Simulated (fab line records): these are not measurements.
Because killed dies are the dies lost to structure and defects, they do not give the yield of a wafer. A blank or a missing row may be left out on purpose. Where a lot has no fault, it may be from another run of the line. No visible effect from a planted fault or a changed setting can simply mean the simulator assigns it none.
A struck lot beside a sound one ; flow gf180mcu ; 28 steps out of a route of 602
Sound: wafers L780.1, L780.2, L780.5. The struck wafers were L794.1, L794.4, L794.5. The cause is named last.
At each step with rows: each side's tool, then ch and its chambers, then its first start. Under that, the readings that differ: sound wafers ; struck wafers ; difference of the means ; sigmas: that difference in standard deviations of wafers without a fault.
alike: readings whose means differ by less than 2 such deviations, and words and numbers that are the same on both sides. not compared: withheld readings, readings that some wafer has no value for, bounds like >300 that may hide the same value, and numbers for which the record gives no deviation and whose values overlap.
A row with sigmas, a row that says differs or no value, or rows on one side alone: a step with any of these is where the two part. When numbers do not overlap yet have no deviation, they are printed without sigmas and do not part them. A reading that every wafer of one side lacks parts them only if that side has two wafers or more.

GF_STI_BOW_MEAS_00:
  sound: film metro-03 at day 2 11:00; struck: film metro-04 at day 5 09:00
  alike: INCOMING_BOW
then, 1 step without rows for these wafers: GF_STI_OXIDATION_01 (stabilise 600 s, purge 300 s, target thk 10 nm).
GF_STI_THK_MEAS_02:
  sound: film metro-01 at day 2 14:36; struck: film metro-03 at day 5 10:41
  alike: STI_OXIDATION_THK
GF_STI_CVD_03: deposits Si3N4 from DCS/NH3, target thk 207.16 nm, time 3551 s.
  sound on lpcvd-02 ch 0, day 2 14:40; struck on lpcvd-02 ch 1, day 5 10:44
  no value came back on the struck wafers for any of 5 readings (pressure mtorr (mTorr), spike tc bottom C (C) and others); on the sound wafers pressure mtorr (mTorr) reads 249.4 249.0 249.6
then, 7 steps without rows for these wafers: GF_STI_DEHYDRATE_05 (time 60 s); GF_STI_HMDS_06 (prime time 60 s); GF_STI_COAT_07 (resist thk 700 nm); GF_STI_SOFTBAKE_08 (time 60 s); GF_STI_EXPOSE_09 (exposes mask COMP, target cd 220 nm); GF_STI_PEB_10 (peb time 90 s); GF_STI_DEVELOP_11 (develop time 60 s).
GF_STI_CD_MEAS_12 targets a cd of 220 nm.
  sound: cd sem-02 at day 3 05:38; struck: cd sem-01 at day 6 03:14
  alike: cd nm
GF_STI_ETCH_13: etches the open film in CHF3/O2, stops on Si, target depth 282.31 nm, time 112.9 s.
  sound on rie diel-04 ch 1,2,3, day 3 05:46; struck on rie diel-03 ch 0,1,2, day 6 03:22
reading;sound;struck;difference;sigmas
oes product au (a.u.);0.835 0.839 0.837;0.863 0.848 0.854;+0.018;+3
throttle valve pct (%);8.822 8.795 8.802;8.838 8.823 8.828;+0.023;+2
model.etch.depth nm (nm);210.1 209.1 209.1;217.2 217.2 217.2;+7.8;
  alike: drypump motor current A
  not compared: rf hours counter h
GF_STI_ETCH_14: etches Si in HBr/Cl2/O2, target depth 360 nm, time 102.9 s.
  sound on rie si-02 ch 2,3, day 3 05:50; struck on rie si-01 ch 2,3, day 6 03:26
  alike: drypump motor current A, oes product au, throttle valve pct
  not compared: rf hours counter h
GF_STI_STRIP_15: strips in O2/N2.
  sound on plasma asher-04 ch 0,1, day 3 05:55; struck on plasma asher-02 ch 0,1, day 6 03:31
reading;sound;struck;difference;sigmas
strip time to endpoint s (s);3.71 3.70 3.65;3.87 3.75 3.79;+0.12;+2
  alike: drypump motor current A, heater power w, oes product au, platen temp c
  not compared: rf hours counter h
then, 5 steps without rows for these wafers: GF_STI_CLEAN_16 (cleans in dHF, time 25 s); GF_STI_WET_ETCH_17 (etches Si3N4 in H3PO4, target depth 45 nm, time 514 s); GF_STI_CLEAN_18 (cleans in SC1/SC2, time 150 s); GF_STI_CLEAN_19 (cleans in dHF, time 20 s); GF_STI_WET_ETCH_20 (etches SiO2 in dHF, target depth 20 nm, time 400 s).
GF_STI_OXIDATION_21: stabilise 600 s, purge 300 s, target thk 15 nm.
  sound on furnace-01 ch 0, day 3 06:23; struck on furnace-01 ch 0, day 6 03:58
reading;sound;struck;difference;sigmas
model.SiO2_of_STI_OXIDATION_01.thk nm (nm);10.14 10.15 10.17;15.48 15.04 15.02;+5.03;
  alike: spike tc bottom C, spike tc upper C, zone power centre pct, zone power lower pct
GF_STI_THK_MEAS_22:
  sound: film metro-04 at day 3 07:31; struck: film metro-03 at day 6 05:05
reading;sound;struck;difference;sigmas
STI_OXIDATION_01_THK (nm);14.73 14.86 14.78;- - -;no value on the struck wafers;
then, 1 step without rows for these wafers: GF_STI_CVD_23 (deposits SiO2, target thk 650 nm, time 108.3 s).
GF_STI_CMP_25: polishes, stops on Si3N4, t overpolish 33 s, target thk 524.6 nm.
  sound on cmp-02 ch 2,3, day 3 07:55; struck on cmp-01 ch 0,1,3, day 6 05:17
  alike: motor current A, retaining ring pressure frac, slurry filter dp kPa
then, 1 step without rows for these wafers: GF_STI_WET_ETCH_26 (etches SiO2 in dHF, target depth 94 nm, time 188 s).
GF_STI_WET_ETCH_27: etches Si3N4 in H3PO4, target depth 160 nm, time 1825 s.
  sound on wet bench-03 ch 2, day 3 08:17; struck on wet bench-02 ch 0, day 6 05:39
reading;sound;struck;difference;sigmas
model.SiO2_of_STI_OXIDATION_01.thk nm (nm);10.07 10.08 10.1;15.41 14.96 14.95;+5.02;
then, 1 step without rows for these wafers: GF_STI_WET_ETCH_28 (etches SiO2 in dHF, target depth 20 nm, time 40 s).
-- the record jumps here: 28 days lie between the struck wafers' starts before and after (it left off in module STI and takes up again in module PASSIVATION, whose first step shown is number 602 of the route) --
GF_PASSIVATION_PROBE_99:
  the record has rows for the struck wafers here (prober-02, day 34 00:32) and none for the sound ones

WHERE THEY PART
Last at GF_PASSIVATION_PROBE_99 as far as this record goes, first at GF_STI_CVD_03.

WHY: what the simulator had put in
Beginning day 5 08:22, the whole step at GF_STI_CVD_03 was skipped on lpcvd-02. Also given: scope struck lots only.
